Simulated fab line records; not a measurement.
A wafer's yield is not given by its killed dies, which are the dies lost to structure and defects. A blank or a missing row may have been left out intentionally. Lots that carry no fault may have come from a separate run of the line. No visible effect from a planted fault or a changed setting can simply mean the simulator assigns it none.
The same fault as seen by 2 desks ; flow gf180mcu ; each desk holds nothing but its own numbers, with what lay behind them at the end

THE TOOL OWNER'S DESK: lithoTrack-04
The tool's own readings at GF_HV_LDD_COAT_02 (resist thk 1000 nm): means of the sampled wafers that have a number, for each lot that ran on this tool. If a lot's mean is further than 4 standard deviations from the usual mean, the lot is out of limits and carries the mark OUT (the distance appears in the brackets).
Columns: A = dispensePressureKPa at GF_HV_LDD_COAT_02, usual 46.7 kPa; B = exhaustPa at GF_HV_LDD_COAT_02, usual 45.0 Pa; C = resistLineTempC at GF_HV_LDD_COAT_02, usual 23.01 C; D = spinSpeedRpm at GF_HV_LDD_COAT_02, usual 3000.3 rpm
lot;first seen here;A;B;C;D
L642;day 9 17:19;48.7;44.8;22.95;2999.7
L646;day 10 21:07;48.6;44.3;23.06;2998.5
L650;day 12 01:22;48.6;45.0;23.07;2998.3
L657;day 14 03:47;48.6;44.8;23.04;3000.9
L658;day 14 07:43;48.6;45.1;23.09;2997.7
L660;day 15 02:19;48.7;45.0;23.06;3000.8
This desk's finding: nothing out of limits on any of the 6 lots.

FROM THE METROLOGY DESK
Lot by lot, what the gauges showed, no matter which tool ran the lot: averages of those sampled wafers that carry a number. If a lot's mean is further than 4 standard deviations from the usual mean, the lot is out of limits and carries the mark OUT (the distance appears in the brackets).
Columns: A = INCOMING_BOW at GF_STI_BOW_MEAS_00, usual -1 um; B = cdNm at GF_HV_LDD_CD_MEAS_07, usual 399.9 nm; C = cdNm at GF_HV_LDD_CD_MEAS_31, usual 399.7 nm; D = PSD_TW at GF_PSD_TW_MEAS_11, usual 3188
lot;first seen here;A;B;C;D
L642;day 1 10:02;-5;398.3;396.9;3174
L645;day 2 01:01;1;399.5;397.9;3151
L646;day 2 06:00;0;399.3;400.5;3206
L649;day 2 21:01;-3;400.1;398.0;3190
L650;day 3 02:00;-2;396.1;399.0;3237
L651;day 3 07:02;6;401.0;398.4;3228
L657;day 4 13:04;1;404.4;400.6;3160
L658;day 4 18:00;0;404.1;404.6;3184
L660;day 5 04:05;0;406.4;400.4;3166
L661;day 5 09:02;0;398.0;402.7;3172
L663;day 5 19:02;-0;399.7;401.9;3183
L664;day 6 00:00;3;398.7;393.4;3229
L665;day 6 05:02;0;402.7;399.9;3165
This desk's finding: nothing out of limits on any of the 13 lots.

TAKEN TOGETHER
The desk of the tool owner found nothing out of limits.
At the metrology desk, nothing out of limits was observed.

WHAT THE SIMULATOR HAD PUT IN
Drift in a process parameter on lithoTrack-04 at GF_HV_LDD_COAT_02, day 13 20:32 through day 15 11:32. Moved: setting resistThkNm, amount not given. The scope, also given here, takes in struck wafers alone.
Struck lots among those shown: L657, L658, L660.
